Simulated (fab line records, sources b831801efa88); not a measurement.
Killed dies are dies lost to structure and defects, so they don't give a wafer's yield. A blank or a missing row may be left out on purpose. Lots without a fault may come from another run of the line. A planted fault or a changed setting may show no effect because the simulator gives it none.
Chamber matching | flow gf180mcu | GF_PASSIVATION_CVD_02 on pecvd-01: 3 sister chambers
The step deposits Si3N4, target thk 700 nm, time 486.18 s. 18 wafers are shown with their chamber, then 9 later ones without.

WAFERS WITH THEIR CHAMBER
wafer  | chamber | heater_power_outer_w (W) | heater_power_w (W)
L369.1 | 0       | 473                      | 853
L369.5 | 1       | 354                      | 600
L369.6 | 2       | 635                      | 960
L372.1 | 2       | 535                      | 851
L372.3 | 1       | 401                      | 638
L372.4 | 2       | 571                      | 871
L371.1 | 0       | 473                      | 851
L371.2 | 2       | 607                      | 961
L371.5 | 1       | 453                      | 728
L373.3 | 1       | 467                      | 739
L373.4 | 1       | 364                      | 598
L373.5 | 2       | 496                      | 776
L375.2 | 1       | 435                      | 701
L375.3 | 0       | 498                      | 836
L375.5 | 2       | 576                      | 927
L376.3 | 2       | 543                      | 852
L376.4 | 0       | 362                      | 683
L376.6 | 1       | 450                      | 715

SIGNATURES (means of the wafers above)
reading              | chamber 0 | chamber 1 | chamber 2 | scatter within a chamber
heater_power_outer_w | 451.50    | 417.71    | 566.14    | 49.2
heater_power_w       | 805.75    | 674.14    | 885.43    | 68.2
Rule: a wafer's distance from a chamber is the root of the sum, over the readings, of the square of ((its reading less the chamber's mean) divided by the reading's scatter). The wafer belongs to the nearest chamber; if the next one is less than 2 further off, it can't be placed. The scatter: the root of (the sum of the squares of (reading less its chamber's mean) over the shown wafers, divided by (wafers less chambers)).

WAFERS WITHOUT THEIR CHAMBER
wafer  | heater_power_outer_w (W) | heater_power_w (W)
L385.1 | 437                      | 681
L385.2 | 479                      | 827
L385.5 | 471                      | 728
L387.2 | 482                      | 815
L387.3 | 560                      | 891
L387.6 | 459                      | 736
L390.1 | 563                      | 899
L390.3 | 450                      | 786
L390.5 | 458                      | 812

WHICH CHAMBER EACH WENT THROUGH
wafer  | from the rows above          | in truth
L385.1 | can't be placed: 1 or 0      | 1
L385.2 | can't be placed: 0 or 2 or 1 | 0
L385.5 | can't be placed: 0 or 1 or 2 | 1
L387.2 | can't be placed: 0 or 2 or 1 | 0
L387.3 | 2                            | 2
L387.6 | can't be placed: 0 or 1      | 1
L390.1 | 2                            | 2
L390.3 | can't be placed: 0 or 1      | 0
L390.5 | 0                            | 0
Placed correctly: 3 of 9. Can't be placed from these rows: 6 (the true chamber is among the candidates in 6). Placed wrongly: 0.
